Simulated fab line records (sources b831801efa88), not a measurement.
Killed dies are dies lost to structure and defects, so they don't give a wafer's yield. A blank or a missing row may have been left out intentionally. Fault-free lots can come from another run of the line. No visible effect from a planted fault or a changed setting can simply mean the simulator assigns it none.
Which tool did it? :: flow sky130 :: 39 wafers from 13 lots sampled at 5 of the route's 708 steps

## WHAT EACH GAUGE READ, for each wafer
SKY_VT_ADJUST_HVTR_CD_MEAS_07: the cd target is 380 nm. Usual: cd nm at 380.4 nm, with a standard deviation of 2.5.
lot: L669
measured: day 9 11:54
on: cd sem-02
cd nm (nm): 380.5 382.2 381.2
flag: 

lot: L670
measured: day 9 20:37
on: cd sem-02
cd nm (nm): 381.2 382.1 381.2
flag: 

lot: L671
measured: day 10 01:11
on: cd sem-01
cd nm (nm): 382.5 378.2 382.3
flag: 

lot: L672
measured: day 10 05:02
on: cd sem-01
cd nm (nm): 378.9 378.7 379.0
flag: 

lot: L674
measured: day 10 23:41
on: cd sem-01
cd nm (nm): 384.3 383.7 385.2
flag: 

lot: L675
measured: day 11 04:40
on: cd sem-01
cd nm (nm): 382.7 384.8 385.3
flag: 

lot: L677
measured: day 11 21:11
on: cd sem-02
cd nm (nm): 382.4 384.0 382.4
flag: 

lot: L683
measured: day 13 15:52
on: cd sem-01
cd nm (nm): 380.4 379.6 378.9
flag: 

lot: L684
measured: day 14 02:05
on: cd sem-02
cd nm (nm): 379.7 380.8 378.8
flag: 

lot: L689
measured: day 15 09:20
on: cd sem-01
cd nm (nm): 380.5 382.4 380.3
flag: 

lot: L690
measured: day 15 19:07
on: cd sem-01
cd nm (nm): 383.3 381.8 381.6
flag: 

lot: L691
measured: day 16 06:30
on: cd sem-01
cd nm (nm): 376.9 379.5 376.0
flag: 

lot: L692
measured: day 16 10:35
on: cd sem-02
cd nm (nm): 380.5 379.5 377.8
flag: 

SKY_GATE_OXIDE_THK_MEAS_02. Usual: GATE_OXIDE_OXIDATION_00_THK typically reads 10.28 nm, with standard deviation 0.18.
lot: L669
measured: day 12 21:30
on: film metro-04
GATE_OXIDE_OXIDATION_00_THK (nm): 10.44 10.50 10.49
flag: 

lot: L670
measured: day 13 05:02
on: film metro-04
GATE_OXIDE_OXIDATION_00_THK (nm): 10.44 10.38 10.44
flag: 

lot: L671
measured: day 13 10:17
on: film metro-03
GATE_OXIDE_OXIDATION_00_THK (nm): 10.51 10.55 10.63
flag: 

lot: L672
measured: day 13 13:35
on: film metro-04
GATE_OXIDE_OXIDATION_00_THK (nm): 9.94 9.98 9.98
flag: 

lot: L674
measured: day 14 08:56
on: film metro-03
GATE_OXIDE_OXIDATION_00_THK (nm): 10.28 10.16 10.18
flag: 

lot: L675
measured: day 14 14:08
on: film metro-03
GATE_OXIDE_OXIDATION_00_THK (nm): 10.37 10.41 10.39
flag: 

lot: L677
measured: day 15 12:20
on: film metro-02
GATE_OXIDE_OXIDATION_00_THK (nm): 10.63 10.42 10.61
flag: 

lot: L683
measured: day 17 12:43
on: film metro-04
GATE_OXIDE_OXIDATION_00_THK (nm): 10.17 9.99 9.96
flag: 

lot: L684
measured: day 18 00:28
on: film metro-04
GATE_OXIDE_OXIDATION_00_THK (nm): 10.29 10.35 10.33
flag: 

lot: L689
measured: day 19 07:56
on: film metro-03
GATE_OXIDE_OXIDATION_00_THK (nm): 10.26 10.27 10.28
flag: 

lot: L690
measured: day 19 20:26
on: film metro-03
GATE_OXIDE_OXIDATION_00_THK (nm): 10.23 10.13 10.45
flag: 

lot: L691
measured: day 20 08:37
on: film metro-02
GATE_OXIDE_OXIDATION_00_THK (nm): 10.40 10.42 10.37
flag: 

lot: L692
measured: day 20 12:21
on: film metro-03
GATE_OXIDE_OXIDATION_00_THK (nm): 10.49 10.48 10.52
flag: 

SKY_GATE_OXIDE_TW_MEAS_14. Usual: GATE_OXIDE_TW typically reads 223.6, with standard deviation 2.3.
lot: L669
measured: day 13 23:26
on: film metro-03
GATE_OXIDE_TW: 227.3 226.7 226.6
flag: 

lot: L670
measured: day 14 07:40
on: film metro-03
GATE_OXIDE_TW: 225.0 225.4 226.0
flag: 

lot: L671
measured: day 14 12:29
on: film metro-04
GATE_OXIDE_TW: 223.2 223.2 221.2
flag: 

lot: L672
measured: day 14 16:05
on: film metro-02
GATE_OXIDE_TW: 224.1 224.2 223.9
flag: 

lot: L674
measured: day 15 12:23
on: film metro-03
GATE_OXIDE_TW: 224.3 223.1 223.6
flag: 

lot: L675
measured: day 15 17:30
on: film metro-03
GATE_OXIDE_TW: 223.6 225.2 225.0
flag: 

lot: L677
measured: day 16 16:15
on: film metro-03
GATE_OXIDE_TW: 227.7 226.6 227.7
flag: 

lot: L683
measured: day 18 18:25
on: film metro-02
GATE_OXIDE_TW: 259.1 259.1 259.9
flag: OFF

lot: L684
measured: day 19 06:53
on: film metro-04
GATE_OXIDE_TW: 259.1 257.3 255.8
flag: OFF

lot: L689
measured: day 20 14:49
on: film metro-03
GATE_OXIDE_TW: 226.0 226.3 227.1
flag: 

lot: L690
measured: day 21 03:19
on: film metro-04
GATE_OXIDE_TW: 221.5 220.7 221.5
flag: 

lot: L691
measured: day 21 15:55
on: film metro-04
GATE_OXIDE_TW: 220.5 222.5 221.5
flag: 

lot: L692
measured: day 21 19:44
on: film metro-02
GATE_OXIDE_TW: 224.5 224.6 225.0
flag: 

SKY_POLY_GATE_CD_MEAS_13: the cd target is 150 nm. Usual: cd nm at 150.1 nm, with a standard deviation of 1.2.
lot: L669
measured: day 16 13:03
on: cd sem-01
cd nm (nm): 151.7 150.2 150.0
flag: 

lot: L670
measured: day 16 21:01
on: cd sem-02
cd nm (nm): 149.2 148.4 149.3
flag: 

lot: L671
measured: day 17 00:50
on: cd sem-02
cd nm (nm): 150.0 151.9 150.4
flag: 

lot: L672
measured: day 17 06:42
on: cd sem-02
cd nm (nm): 150.4 150.8 148.8
flag: 

lot: L674
measured: day 18 02:34
on: cd sem-01
cd nm (nm): 150.5 151.3 150.4
flag: 

lot: L675
measured: day 18 08:55
on: cd sem-02
cd nm (nm): 148.2 149.7 148.8
flag: 

lot: L677
measured: day 19 08:28
on: cd sem-02
cd nm (nm): 151.6 151.4 151.3
flag: 

lot: L683
measured: day 21 14:37
on: cd sem-02
cd nm (nm): 148.0 148.4 148.8
flag: 

lot: L684
measured: day 22 03:41
on: cd sem-02
cd nm (nm): 149.8 149.9 149.9
flag: 

lot: L689
measured: day 23 08:58
on: cd sem-02
cd nm (nm): 149.9 150.6 150.5
flag: 

lot: L690
measured: day 23 21:04
on: cd sem-02
cd nm (nm): 153.3 152.5 150.8
flag: 

lot: L691
measured: day 24 10:14
on: cd sem-02
cd nm (nm): 150.3 151.3 150.9
flag: 

lot: L692
measured: day 24 16:17
on: cd sem-02
cd nm (nm): 148.2 148.0 148.4
flag: 

## TOOL THAT RAN EACH LOT (tool first, then ch and the chambers of the sampled wafers, then the start)
lot: L669
SKY_GATE_OXIDE_IMPLANT_11: implanter-04 ch 0, day 13 23:05

lot: L670
SKY_GATE_OXIDE_IMPLANT_11: implanter-04 ch 0, day 14 07:19

lot: L671
SKY_GATE_OXIDE_IMPLANT_11: implanter-04 ch 0, day 14 12:08

lot: L672
SKY_GATE_OXIDE_IMPLANT_11: implanter-02 ch 0, day 14 15:44

lot: L674
SKY_GATE_OXIDE_IMPLANT_11: implanter-02 ch 0, day 15 12:04

lot: L675
SKY_GATE_OXIDE_IMPLANT_11: implanter-02 ch 0, day 15 17:08

lot: L677
SKY_GATE_OXIDE_IMPLANT_11: implanter-03 ch 0, day 16 15:53

lot: L683
SKY_GATE_OXIDE_IMPLANT_11: implanter-04 ch 0, day 18 18:04

lot: L684
SKY_GATE_OXIDE_IMPLANT_11: implanter-04 ch 0, day 19 06:32

lot: L689
SKY_GATE_OXIDE_IMPLANT_11: implanter-02 ch 0, day 20 14:28

lot: L690
SKY_GATE_OXIDE_IMPLANT_11: implanter-03 ch 0, day 21 02:58

lot: L691
SKY_GATE_OXIDE_IMPLANT_11: implanter-03 ch 0, day 21 15:34

lot: L692
SKY_GATE_OXIDE_IMPLANT_11: implanter-04 ch 0, day 21 19:23
- SKY_GATE_OXIDE_IMPLANT_11

## AS READ BY THE TOOLS THEMSELVES (means over the sampled wafers that have a number; for cases with no such wafer, the mark the record gives instead)
SKY_GATE_OXIDE_IMPLANT_11. Usual: beam energy keV 10.000, standard deviation 0.0033; dose ions cm2 2.5995e+12, standard deviation 2.9e+09; faraday current uA 14.67, standard deviation 0.29.
lot: L669
tool: implanter-04
beam energy keV: 10.003
dose ions cm2: 2.5990e+12
faraday current uA: 14.41
flag: 

lot: L670
tool: implanter-04
beam energy keV: 10.000
dose ions cm2: 2.5988e+12
faraday current uA: 14.73
flag: 

lot: L671
tool: implanter-04
beam energy keV: 9.996
dose ions cm2: 2.5988e+12
faraday current uA: 14.78
flag: 

lot: L672
tool: implanter-02
beam energy keV: 10.004
dose ions cm2: 2.5991e+12
faraday current uA: 14.56
flag: 

lot: L674
tool: implanter-02
beam energy keV: 9.994
dose ions cm2: 2.6005e+12
faraday current uA: 14.72
flag: 

lot: L675
tool: implanter-02
beam energy keV: 10.003
dose ions cm2: 2.6011e+12
faraday current uA: 14.90
flag: 

lot: L677
tool: implanter-03
beam energy keV: 9.998
dose ions cm2: 2.5991e+12
faraday current uA: 14.48
flag: 

lot: L683
tool: implanter-04
beam energy keV: 10.001
dose ions cm2: 4.2837e+12
faraday current uA: 24.11
flag: OFF

lot: L684
tool: implanter-04
beam energy keV: 9.998
dose ions cm2: 4.2878e+12
faraday current uA: 23.90
flag: OFF

lot: L689
tool: implanter-02
beam energy keV: 10.002
dose ions cm2: 2.5969e+12
faraday current uA: 14.70
flag: 

lot: L690
tool: implanter-03
beam energy keV: 9.995
dose ions cm2: 2.6002e+12
faraday current uA: 14.86
flag: 

lot: L691
tool: implanter-03
beam energy keV: 10.003
dose ions cm2: 2.5981e+12
faraday current uA: 14.86
flag: 

lot: L692
tool: implanter-04
beam energy keV: 9.999
dose ions cm2: 2.6002e+12
faraday current uA: 14.42
flag: 

## THE ANSWER, worked out from the rows above alone
Rule: a lot is off if the mean of its wafers that have a number lies more than 3 standard deviations from the usual mean. Also off: a lot with no number at a reading for which 4 or more lots have one. Where the step has rows for the other lots, those lots are counted as sound. After the gauges, taken in route order, come the tools' own readings; for these a lot's mean is taken, as printed above. The first step at which some lot is off is used, and at that step the reading that is off furthest; a lot without a number counts as furthest.
Off: L683, L684, at SKY_GATE_OXIDE_TW_MEAS_14 (GATE_OXIDE_TW).
A tool fits if, at a process step before that reading, it ran every lot that is off, and no sound lot after the first of them. Not tried: the gauges at SKY_GATE_OXIDE_TW_MEAS_14; whatever is off there is also off at SKY_GATE_OXIDE_IMPLANT_11, on other tools, and gauge error can't account for it. Not one of the candidates tried fits.

## WHAT THE SIMULATOR HAD PUT IN
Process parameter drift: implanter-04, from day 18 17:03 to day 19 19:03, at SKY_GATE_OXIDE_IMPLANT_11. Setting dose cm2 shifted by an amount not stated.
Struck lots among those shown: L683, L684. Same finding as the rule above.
